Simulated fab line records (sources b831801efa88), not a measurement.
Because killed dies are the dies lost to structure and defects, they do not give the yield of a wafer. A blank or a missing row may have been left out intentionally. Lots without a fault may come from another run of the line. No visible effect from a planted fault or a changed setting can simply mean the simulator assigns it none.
fab line records	flow sky130
record lots=6	wafers=18	last-day=50
route steps=708 shown CAPM@539 PAD_OPEN@708
lots with no fault: from the same line, run without faults
start-h: hours from the record's opening day to when the first of the lot's shown wafers began	wait-h: how many hours have passed since the lot's step before this one	" identical to the entry in the row above	L1.1+2: one row covering several wafers at once	- no value present, or no start provided	* or withheld: withheld	< > ~ a bound
route shown NAME@n: names a module that has steps shown in the file, with the first one's number in the route	usual: mean and standard deviation over wafers with no fault	same: alike in all rows	chamber/n: place in a boat	sites: each site's reading	_std_site: their standard deviation	_edge_site: outer sites' mean less inner sites'	radius-mm: how far each site lies from the wafer's centre	mask NAME#n: copy n	behind: the most recent tool/chamber to have shaped the wafer	hold: the reason the lot was held/the length of the hold in hours/how it ended	device: names the non-switching transistor (n, p or np)	end of line: tests of these same wafers at the route's end	a step with no rows: only its recipe	killed: count of dies lost to structure and defects at first sort (not the wafer's yield)	map: shows each die of a wafer: x if killed, . if not, _ if none is there
set.NAME: the setting as run; set.NAME@STEP: as run at that earlier step	model.NAME: the simulator's own value behind a step, which no gauge read
a table for each step, a row for each wafer; lots at some steps of the route
services: a tool's chamber out of use, with start hour (start-h, from the record's first day; less than 0 if before it), hours out, and reason
## steps
# step SKY_CAPM_SPUTTER_02
# recipe material=TiN	target-thk-nm=200	temp-c=300	power-w=6500	time-s=166.7	chamber-pressure-pa=0.4
# usual throttle-valve-pct=30.0/0.93
lot.wafer	tool	chamber	start-h	wait-h	throttle-valve-pct
L724.2	pvd-sputter-04	-	877.29	0.0	28.6
L724.3	"	-	"	"	30.1
L724.5	"	-	"	"	29.1
L726.1	pvd-sputter-02	-	887.69	0.1	30.2
L726.2	"	-	"	"	30.0
L726.5	"	-	"	"	30.3
L737.1	pvd-sputter-02	-	958.92	0.1	28.2
L737.2	"	-	"	"	31.7
L737.3	"	-	"	"	30.3
L741.2	pvd-sputter-01	-	995.27	0.0	30.0
L741.4	"	-	"	"	30.7
L741.6	"	-	"	"	29.5
L742.3	pvd-sputter-01	-	998.35	0.0	31.0
L742.4	"	-	"	"	30.1
L742.6	"	-	"	"	30.2
L744.1	pvd-sputter-02	-	1022.18	0.1	30.5
L744.4	"	-	"	"	28.2
L744.5	"	-	"	"	30.4
# step SKY_CAPM_RS_MEAS_03
# recipe thk-meas-gauge=four-point-probe	reads=TiN_of_CAPM_SPUTTER_02
# usual CAPM_TIN_RS=6.91/0.067
lot.wafer	tool	chamber	start-h	wait-h	CAPM_TIN_RS[ohm/sq]
L724.2	film-metro-02	-	877.42	0.1	7.04
L724.3	"	-	"	"	6.92
L724.5	"	-	"	"	7.04
L726.1	film-metro-01	-	887.80	0.1	6.88
L726.2	"	-	"	"	6.93
L726.5	"	-	"	"	6.91
L737.1	film-metro-04	-	959.03	0.1	6.95
L737.2	"	-	"	"	6.95
L737.3	"	-	"	"	6.88
L741.2	film-metro-01	-	995.40	0.1	6.95
L741.4	"	-	"	"	6.98
L741.6	"	-	"	"	6.92
L742.3	film-metro-04	-	998.50	0.1	7.01
L742.4	"	-	"	"	6.89
L742.6	"	-	"	"	6.87
L744.1	film-metro-04	-	1022.29	0.1	6.83
L744.4	"	-	"	"	6.92
L744.5	"	-	"	"	6.88
# step SKY_CAPM_THK_MEAS_04
# recipe thk-meas-gauge=xrf	reads=TiN_of_CAPM_SPUTTER_02
# usual CAPM_TIN_THK=197.6/2.3
lot.wafer	tool	chamber	start-h	wait-h	CAPM_TIN_THK[nm]
L724.2	film-metro-02	-	877.53	0.1	193.3
L724.3	"	-	"	"	196.7
L724.5	"	-	"	"	193.3
L726.1	film-metro-01	-	887.92	0.1	197.4
L726.2	"	-	"	"	196.0
L726.5	"	-	"	"	196.4
L737.1	film-metro-04	-	959.15	0.1	197.5
L737.2	"	-	"	"	197.8
L737.3	"	-	"	"	199.1
L741.2	film-metro-01	-	995.51	0.1	196.2
L741.4	"	-	"	"	195.3
L741.6	"	-	"	"	196.3
L742.3	film-metro-04	-	998.60	0.1	195.3
L742.4	"	-	"	"	198.6
L742.6	"	-	"	"	199.1
L744.1	film-metro-04	-	1022.41	0.1	200.8
L744.4	"	-	"	"	197.8
L744.5	"	-	"	"	199.4
# step SKY_CAPM_DEHYDRATE_05
# recipe temp-c=200	time-s=60
# step SKY_CAPM_HMDS_06
# recipe prime-time-s=60	prime-temp-c=120
# step SKY_CAPM_COAT_07
# recipe resist=NOVOLAK	spin-rpm=3000	resist-thk-nm=1140
# step SKY_CAPM_SOFTBAKE_08
# recipe temp-c=90	time-s=60	resist=NOVOLAK
# step SKY_CAPM_EXPOSE_09
# recipe mask-id=CAPM	na=0.6	source-shape=conventional	sigma-outer=0.6	polarization=unpolarized	target-cd-nm=1000	dose-mj=159
# step SKY_CAPM_PEB_10
# recipe temp-c=withheld	time-s=*	resist=NOVOLAK
# step SKY_CAPM_DEVELOP_11
# recipe resist=NOVOLAK	developer=TMAH	develop-time-s=60	dev-temp-c=23
# step SKY_CAPM_OVL_MEAS_12
# usual CAPM_OVL=-0.8/1.7
lot.wafer	tool	chamber	start-h	wait-h	CAPM_OVL[nm]
L724.2	overlay-02	-	903.34	0.1	-0.6
L724.3	"	-	"	"	-0.2
L724.5	"	-	"	"	0.3
L726.1	overlay-02	-	913.18	0.1	-0.3
L726.2	"	-	"	"	-2.3
L726.5	"	-	"	"	0.2
L737.1	overlay-01	-	984.04	0.1	-1.3
L737.2	"	-	"	"	-3.5
L737.3	"	-	"	"	-1.7
L741.2	overlay-02	-	1018.50	0.1	-0.7
L741.4	"	-	"	"	1.3
L741.6	"	-	"	"	0.0
L742.3	overlay-02	-	1022.00	0.1	-1.7
L742.4	"	-	"	"	-3.6
L742.6	"	-	"	"	-3.0
L744.1	overlay-02	-	1044.29	0.1	-2.1
L744.4	"	-	"	"	-2.7
L744.5	"	-	"	"	0.7
# step SKY_CAPM_METAL_ETCH_13
# recipe target-depth-nm=220	stop-on=SiO2	chemistry=Cl2/BCl3	target=TiN	pressure-mtorr=10	icp-w=900	bias-w=48.5	Cl2_flow_sccm=60	bcl3-flow-sccm=30	time-s=62.9
# usual drypump-motor-current-A=5.8/0.52	mfc-cl2-sccm=59.99/0.2	oes-product-au=0.942/0.0065	throttle-valve-pct=21.901/0.01
lot.wafer	tool	chamber	start-h	wait-h	drypump-motor-current-A	mfc-cl2-sccm	oes-product-au	rf-hours-counter-h	throttle-valve-pct
L724.2	rie-metal-02	0	903.37	0.0	5.5	60.46	0.944	16	21.905
L724.3	"	0	"	"	5.5	59.96	0.937	-	21.889
L724.5	"	0	"	"	5.5	60.10	0.928	-	21.904
L726.1	rie-metal-04	0	913.22	0.0	6.6	60.00	0.944	10	21.906
L726.2	"	1	"	"	6.0	60.17	0.937	16	21.915
L726.5	"	0	"	"	6.6	59.73	0.949	-	21.891
L737.1	rie-metal-01	0	984.08	0.0	6.0	59.90	0.930	12	21.893
L737.2	"	1	"	"	5.1	59.80	0.934	14	21.905
L737.3	"	1	"	"	5.1	59.89	0.938	-	21.895
L741.2	rie-metal-01	1	1018.53	0.0	5.1	59.74	0.937	16	21.918
L741.4	"	1	"	"	5.1	59.95	0.936	-	21.914
L741.6	"	1	"	"	5.1	60.04	0.946	-	21.888
L742.3	rie-metal-02	1	1022.05	0.0	5.5	59.91	0.932	-	21.897
L742.4	"	0	"	"	5.5	60.05	0.942	-	21.898
L742.6	"	1	"	"	5.5	59.69	0.940	-	21.894
L744.1	rie-metal-01	1	1044.33	0.0	5.1	60.17	0.946	17	21.906
L744.4	"	1	"	"	5.1	60.26	0.941	-	21.901
L744.5	"	1	"	"	5.1	59.78	0.949	-	21.901
# step SKY_CAPM_STRIP_14
# recipe chemistry=O2/N2	power-w=1400	pressure-mtorr=1500	platen-temp-c=withheld	o2-flow-sccm=3000	n2-flow-sccm=300	overash-fraction=0.5
# usual chamber-pressure-mTorr=1500.0/1.4	drypump-motor-current-A=5.9/0.31	oes-product-au=0.711/0.0047	strip-time-to-endpoint-s=12.62/0.048
lot.wafer	tool	chamber	start-h	wait-h	chamber-pressure-mTorr	drypump-motor-current-A	oes-product-au	rf-hours-counter-h	strip-time-to-endpoint-s	model.NOVOLAK_of_CAPM_COAT_07.thk-nm
L724.2	plasma-asher-03	0	903.44	0.1	-	-	-	-	-	993
L724.3	"	0	"	"	-	-	-	-	-	994
L724.5	"	1	"	"	-	-	-	-	-	994.7
L726.1	plasma-asher-03	0	913.29	0.1	-	-	-	-	-	990.8
L726.2	"	1	"	"	-	-	-	-	-	999.7
L726.5	"	0	"	"	-	-	-	-	-	995.3
L737.1	plasma-asher-03	0	984.16	0.1	1501.1	6.1	0.708	55	12.63	0
L737.2	"	1	"	"	1497.4	5.4	0.714	55	12.66	0
L737.3	"	0	"	"	1499.3	6.1	0.714	-	12.66	0
L741.2	plasma-asher-03	1	1018.61	0.1	1498.6	5.4	0.706	59	12.72	0
L741.4	"	0	"	"	1498.6	6.1	0.711	-	12.66	0
L741.6	"	0	"	"	1499.7	6.1	0.706	-	12.71	0
L742.3	plasma-asher-02	0	1022.14	0.1	1500.3	5.8	0.703	-	12.63	0
L742.4	"	1	"	"	1499.8	6.2	0.705	-	12.64	0
L742.6	"	0	"	"	1500.7	5.8	0.712	-	12.62	0
L744.1	plasma-asher-04	1	1044.41	0.1	1498.3	6.1	0.706	93	12.65	0
L744.4	"	1	"	"	1500.0	6.1	0.712	-	12.69	0
L744.5	"	1	"	"	1500.7	6.1	0.704	-	12.67	0
# step SKY_CAPM_STRIP_15
# recipe chemistry=post-etch-residue-remover	time-s=1200	temp-c=72.5
# step SKY_PAD_OPEN_PROBE_99
# usual defect-limited-yield=82.8/2	killed_at_M0_to_M3=43/6.4	killed_at_M4_up=3.1/2	killed-at-contacts=24/5.2	killed-at-front-end=15/4.3	killed-at-other=0.2/0.48	killed-dies=85/9.7	killed-on-rim=17/4.2	killed-open=47/6.9	killed-short=38/6.7	sort_bin_3_pad_short=0.9/0.48	sort_bin_5_function=10.3/1.6	sort_bin_6_memory=6.1/0.97	sort-n-pass=407/9.7	sort-yield-pct=82.8/2
# same gross-dies=492	killed-at-back-side=0	sort_bin_4_leakage[%]=0	sort_bin_8_speed[%]=0
lot.wafer	tool	chamber	start-h	wait-h	defect-limited-yield[%]	killed_at_M0_to_M3	killed_at_M4_up	killed-at-contacts	killed-at-front-end	killed-at-other	killed-dies	killed-on-rim	killed-open	killed-short	sort_bin_3_pad_short[%]	sort_bin_5_function[%]	sort_bin_6_memory[%]	sort-n-pass	sort-yield-pct[%]
L724.2	prober-01	-	1103.95	0.1	0.6	8	1	4	3	473	489	95	7	10	24.4	71.5	3.5	3	0.6
L724.3	prober-01	-	1104.00	0.2	0.4	6	0	5	3	476	490	96	9	5	28.9	67.7	3.0	2	0.4
L724.5	prober-01	-	1104.10	0.2	0.8	9	0	4	4	471	488	95	11	6	21.7	74.4	3.0	4	0.8
L726.1	prober-02	-	1110.15	0.1	0.4	11	0	8	3	468	490	96	13	9	26.0	70.3	3.3	2	0.4
L726.2	prober-02	-	1110.20	0.1	0	6	0	3	2	481	492	96	9	2	25.6	71.1	3.3	0	0
L726.5	prober-02	-	1110.35	0.2	0.4	8	2	1	2	477	490	96	4	9	22.8	74.8	2.0	2	0.4
L737.1	prober-01	-	1165.54	0.1	83.7	39	3	25	13	0	80	29	48	32	0.6	9.1	6.5	412	83.7
L737.2	prober-01	-	1165.59	0.1	80.3	50	4	29	14	0	97	23	48	49	1.6	12.0	6.1	395	80.3
L737.3	prober-01	-	1165.64	0.2	81.9	49	1	17	21	1	89	19	43	46	1.2	10.8	6.1	403	81.9
L741.2	prober-01	-	1190.15	0.1	80.7	48	3	25	18	1	95	17	53	42	0.8	13.0	5.5	397	80.7
L741.4	prober-01	-	1190.25	0.2	82.1	47	6	24	11	0	88	26	55	33	0.8	11.8	5.3	404	82.1
L741.6	prober-01	-	1190.35	0.2	83.9	47	2	23	7	0	79	12	46	33	0.6	9.8	5.7	413	83.9
L744.1	prober-02	-	1207.36	0.1	79.3	45	3	33	21	0	102	25	60	42	0.6	14.2	5.9	390	79.3
L744.4	prober-02	-	1207.51	0.2	81.9	39	2	35	13	0	89	18	51	38	0.6	10.4	7.1	403	81.9
L744.5	prober-02	-	1207.56	0.2	82.1	48	3	24	12	1	88	15	49	39	0.6	11.0	6.3	404	82.1
# killed by level:class
L724.2 CAPM:plasma-strip-residue=472 METAL1:geometric-particle:short=3 LI_CONTACT:geometric-particle:open=2 GATE_OXIDE:geometric-particle:short=1 POLY_GATE:geometric-particle:short=1 POLY_GATE:geometric-particle:open=1 LI_CONTACT:geometric-particle:short=1 CONTACT:geometric-particle:open=1
L724.3 CAPM:plasma-strip-residue=476 VIA1:geometric-particle:open=3 POLY_GATE:geometric-particle:short=2 CONTACT:geometric-particle:open=2 VIA2:geometric-particle:open=1 CONTACT:geometric-particle:short=1 SPACER:geometric-particle:open=1 LI_CONTACT:geometric-particle:open=1
L724.5 CAPM:plasma-strip-residue=471 POLY_GATE:geometric-particle:open=3 CONTACT:geometric-particle:open=3 VIA2:geometric-particle:open=2 FIELD_ISO:geometric-particle:short=1 LOCAL_INTERCONNECT:geometric-particle:short=1 VIA3:geometric-particle:open=1 METAL1:geometric-particle:short=1
L726.1 CAPM:plasma-strip-residue=468 VIA1:geometric-particle:open=4 CONTACT:geometric-particle:open=3 LI_CONTACT:geometric-particle:short=2 LI_CONTACT:geometric-particle:open=2 VIA3:geometric-particle:short=2 FIELD_ISO:geometric-particle:open=1 FIELD_ISO:geometric-particle:short=1
L726.2 CAPM:plasma-strip-residue=481 CONTACT:geometric-particle:open=3 VIA1:geometric-particle:open=2 FIELD_ISO:geometric-particle:open=1 FIELD_ISO:geometric-particle:short=1 VIA3:geometric-particle:open=1 VIA2:geometric-particle:open=1 METAL3:geometric-particle:short=1
L726.5 CAPM:plasma-strip-residue=477 VIA1:geometric-particle:short=3 VIA2:geometric-particle:open=3 POLY_GATE:geometric-particle:short=2 METAL4:geometric-particle:short=2 CONTACT:geometric-particle:open=1 METAL1:geometric-particle:short=1 VIA3:geometric-particle:short=1
L737.1 VIA1:geometric-particle:open=10 LI_CONTACT:geometric-particle:open=8 CONTACT:geometric-particle:open=8 METAL2:geometric-particle:short=7 POLY_GATE:geometric-particle:open=5 LOCAL_INTERCONNECT:geometric-particle:short=5 VIA3:geometric-particle:open=5 METAL1:geometric-particle:short=4
L737.2 VIA1:geometric-particle:open=11 CONTACT:geometric-particle:open=10 METAL1:geometric-particle:short=6 LI_CONTACT:geometric-particle:open=6 CONTACT:geometric-particle:short=6 VIA1:geometric-particle:short=6 METAL3:geometric-particle:short=5 VIA3:geometric-particle:open=5
L737.3 METAL1:geometric-particle:short=10 LI_CONTACT:geometric-particle:open=7 FIELD_ISO:geometric-particle:open=6 VIA2:geometric-particle:open=6 FIELD_ISO:geometric-particle:short=5 VIA1:geometric-particle:open=5 VIA3:geometric-particle:short=5 POLY_GATE:geometric-particle:open=4
L741.2 VIA1:geometric-particle:open=12 CONTACT:geometric-particle:open=12 VIA3:geometric-particle:open=8 POLY_GATE:geometric-particle:short=7 LOCAL_INTERCONNECT:geometric-particle:short=6 FIELD_ISO:geometric-particle:short=4 METAL1:geometric-particle:short=4 LI_CONTACT:geometric-particle:open=4
L741.4 VIA1:geometric-particle:open=16 CONTACT:geometric-particle:open=9 LI_CONTACT:geometric-particle:open=7 VIA2:geometric-particle:open=6 VIA3:geometric-particle:open=6 VIA1:geometric-particle:short=5 METAL4:geometric-particle:short=5 POLY_GATE:geometric-particle:open=4
L741.6 VIA1:geometric-particle:open=12 VIA3:geometric-particle:open=10 CONTACT:geometric-particle:open=7 LI_CONTACT:geometric-particle:open=6 LOCAL_INTERCONNECT:geometric-particle:short=5 VIA1:geometric-particle:short=5 CONTACT:geometric-particle:short=4 METAL1:geometric-particle:short=4
L744.1 LI_CONTACT:geometric-particle:open=13 CONTACT:geometric-particle:open=12 VIA1:geometric-particle:open=11 POLY_GATE:geometric-particle:open=8 VIA1:geometric-particle:short=7 FIELD_ISO:geometric-particle:short=6 VIA2:geometric-particle:open=6 VIA3:geometric-particle:open=6
L744.4 CONTACT:geometric-particle:open=11 LI_CONTACT:geometric-particle:open=9 CONTACT:geometric-particle:short=9 VIA1:geometric-particle:open=9 VIA2:geometric-particle:open=7 METAL2:geometric-particle:short=5 VIA3:geometric-particle:open=5 FIELD_ISO:geometric-particle:open=4
L744.5 VIA3:geometric-particle:open=10 VIA2:geometric-particle:open=9 LI_CONTACT:geometric-particle:open=7 CONTACT:geometric-particle:open=7 VIA1:geometric-particle:open=6 METAL1:geometric-particle:short=5 VIA1:geometric-particle:short=5 FIELD_ISO:geometric-particle:open=4
# map L724.3 (x killed, . not)
__________xxxxxxxxxx_________
________xxxxxxxxxxxxxx_______
______xxxxxxxxxxxxxxxxxx_____
_____xxxxxxxxxxxxxxxxxxxx____
____xxxxxxxxxxxxxxxxxxxxxx___
___xxxxxxxxxxxxxxxxxxxxxxxx__
__xxxxxxxxxxxxxxxxxxxxxxxxxx_
_xxxxxxxxxxxxxxxxxxxxxxxxxxxx
_xxxxxxxxxxxxxxxxxxxxxxxxxxxx
_xxxxxxxxxxxxxxxxxxxxxxxxxxxx
_xxxxxxxxxxxxxxxxxxxxxxxxxxxx
_xxxxxxxxxx.xxxxxxxxxxxxxxxxx
_xxxxxxxxxxxxxxxxxxxxxxxxxxxx
_xxxxxxxxxxxxxxxxxxxxxxxxxxxx
_xxxxxxxxxxxxxxxxxxxxxxxxxxxx
__xxxxxxxxxxxxxxxxxxxxxxxxxx_
___xxxxxxxxxxxxxxxxxxxxxxxx__
____xxxxxxxxxxxxxxxxxxxxxx___
_____xxxxxxxxxxxxxxxxxxxx____
______xxxxxxxx.xxxxxxxxx_____
________xxxxxxxxxxxxxx_______
__________xxxxxxxxxx_________
# map L726.2 (x killed, . not)
__________xxxxxxxxxx_________
________xxxxxxxxxxxxxx_______
______xxxxxxxxxxxxxxxxxx_____
_____xxxxxxxxxxxxxxxxxxxx____
____xxxxxxxxxxxxxxxxxxxxxx___
___xxxxxxxxxxxxxxxxxxxxxxxx__
__xxxxxxxxxxxxxxxxxxxxxxxxxx_
_xxxxxxxxxxxxxxxxxxxxxxxxxxxx
_xxxxxxxxxxxxxxxxxxxxxxxxxxxx
_xxxxxxxxxxxxxxxxxxxxxxxxxxxx
_xxxxxxxxxxxxxxxxxxxxxxxxxxxx
_xxxxxxxxxxxxxxxxxxxxxxxxxxxx
_xxxxxxxxxxxxxxxxxxxxxxxxxxxx
_xxxxxxxxxxxxxxxxxxxxxxxxxxxx
_xxxxxxxxxxxxxxxxxxxxxxxxxxxx
__xxxxxxxxxxxxxxxxxxxxxxxxxx_
___xxxxxxxxxxxxxxxxxxxxxxxx__
____xxxxxxxxxxxxxxxxxxxxxx___
_____xxxxxxxxxxxxxxxxxxxx____
______xxxxxxxxxxxxxxxxxx_____
________xxxxxxxxxxxxxx_______
__________xxxxxxxxxx_________
## services
tool	chamber	start-h	hours	kind
pvd-sputter-01	-	879.24	2.2	repair
plasma-asher-02	-	894.69	10.6	repair
pvd-sputter-04	-	905.25	12.4	repair
rie-metal-04	1	932.40	-	clean
rie-metal-04	1	932.40	20.4	scheduled-down
rie-metal-04	1	932.40	20.4	vent-cycle
pvd-sputter-02	-	937.49	1.6	repair
pvd-sputter-04	3	945.76	-	consumable-replace:kit
pvd-sputter-04	3	945.76	18.0	scheduled-down
pvd-sputter-04	3	945.76	18.0	vent-cycle
rie-metal-02	-	997.21	1.5	repair
pvd-sputter-01	-	1000.03	7.2	repair
pvd-sputter-02	1	1003.48	-	consumable-replace:kit
pvd-sputter-02	1	1003.48	18.0	scheduled-down
pvd-sputter-02	1	1003.48	18.0	vent-cycle
rie-metal-02	0	1005.76	-	clean
rie-metal-02	0	1005.76	14.4	scheduled-down
rie-metal-02	0	1005.76	14.4	vent-cycle
rie-metal-01	-	1012.74	2.8	pm
pvd-sputter-02	-	1043.53	17.0	repair
## key
first-sign step=SKY_CAPM_STRIP_14	reading=tool-record	direction=missing
effect step=SKY_PAD_OPEN_PROBE_99	reading=killed-at-other	direction=up	sigmas=99+	usual=0.2	struck=474.3
model-effect step=SKY_CAPM_STRIP_14	value=NOVOLAK_of_CAPM_COAT_07.thk-nm	without=0	struck=994.6
met-at SKY_CAPM_STRIP_14
struck-wafers L724.2,L724.3,L724.5,L726.1,L726.2,L726.5
later-rows-left-out L724.2,L724.3,L724.5,L726.1,L726.2,L726.5
fault kind=skipped-step-whole	tool=plasma-asher-03	chamber=-	onset-h=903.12	steps=SKY_CAPM_STRIP_14	scope=struck-lots-only
# later-rows-left-out: the simulator's readings of these wafers behind a module that went badly wrong aren't trusted and aren't shown, but for the sort
